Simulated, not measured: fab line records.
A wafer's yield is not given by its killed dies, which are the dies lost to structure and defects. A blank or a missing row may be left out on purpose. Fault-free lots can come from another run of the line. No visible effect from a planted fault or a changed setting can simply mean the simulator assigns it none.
A single fault, viewed from 2 desks / flow gf180mcu / each desk has only its own numbers; what lay behind them comes last

== AT THE TOOL OWNER'S DESK: litho track-03 ==
Per lot that ran on this tool, the mean of the sampled wafers carrying a number, from the tool's own readings at GF_DUAL_GATE_SOFTBAKE_07 (time 60 s). A lot is out of limits, marked OUT, if its mean lies more than 4 standard deviations from the usual mean; the brackets give that distance.
Columns: A = run length s at GF_DUAL_GATE_SOFTBAKE_07, usual 89.01 s
lot=L217; first seen here=day 9 11:17; A=89.02
lot=L225; first seen here=day 11 21:28; A=91.79 (+15) OUT
lot=L226; first seen here=day 12 00:26; A=91.89 (+15) OUT
This desk's finding: out of limits on L225, L226; first on L225, day 11 21:28 (run length s at GF_DUAL_GATE_SOFTBAKE_07). Within limits: L217.

== THE METROLOGY DESK ==
Lot by lot, what the gauges showed, no matter which tool ran the lot: averages of those sampled wafers that carry a number. A lot is out of limits, marked OUT, if its mean lies more than 4 standard deviations from the usual mean; the brackets give that distance.
Columns: A = MVSD_RS at GF_VT_IMPLANT_RS_MEAS_46, usual 456.5 ohm/sq; B = NWELL_RS at GF_VT_IMPLANT_RS_MEAS_47, usual 488.2 ohm/sq; C = LVPWELL_RS at GF_VT_IMPLANT_RS_MEAS_48, usual 1197 ohm/sq; D = MVPSD_RS at GF_VT_IMPLANT_RS_MEAS_49, usual 1169.8 ohm/sq; E = DUAL_GATE_OXIDATION_00_THK at GF_DUAL_GATE_THK_MEAS_03, usual 10.92 nm
lot=L217; first seen here=day 8 23:35; A=455.8; B=487.5; C=1197; D=1169.5; E=10.87
lot=L220; first seen here=day 10 02:34; A=455.7; B=488.3; C=1198; D=1167.0; E=10.51
lot=L225; first seen here=day 11 09:46; A=457.1; B=487.1; C=1195; D=1169.2; E=11.13
lot=L226; first seen here=day 11 13:08; A=457.1; B=486.7; C=1195; D=1167.3; E=10.98
lot=L232; first seen here=day 13 10:09; A=456.5; B=486.7; C=1202; D=1169.7; E=11.21
lot=L235; first seen here=day 14 12:35; A=455.0; B=488.7; C=1194; D=1171.3; E=11.01
This desk's finding: nothing out of limits on any of the 6 lots.

== BROUGHT TOGETHER ==
At day 11 21:28, on L225, L226, the tool owner's desk was in a position to raise an alarm.
At the metrology desk, nothing out of limits was observed.
The metrology desk has L225, L226 on record, within its limits.
Of the lots named, all ran GF_DUAL_GATE_SOFTBAKE_07 on litho track-03.

== WHAT THE SIMULATOR HAD PUT IN ==
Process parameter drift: litho track-03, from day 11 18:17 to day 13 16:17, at GF_DUAL_GATE_SOFTBAKE_07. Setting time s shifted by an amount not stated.
Struck lots among those shown: L225, L226.
How many hours passed from the start of the fault until each desk's first out-of-limits reading: the tool owner's desk, 3.
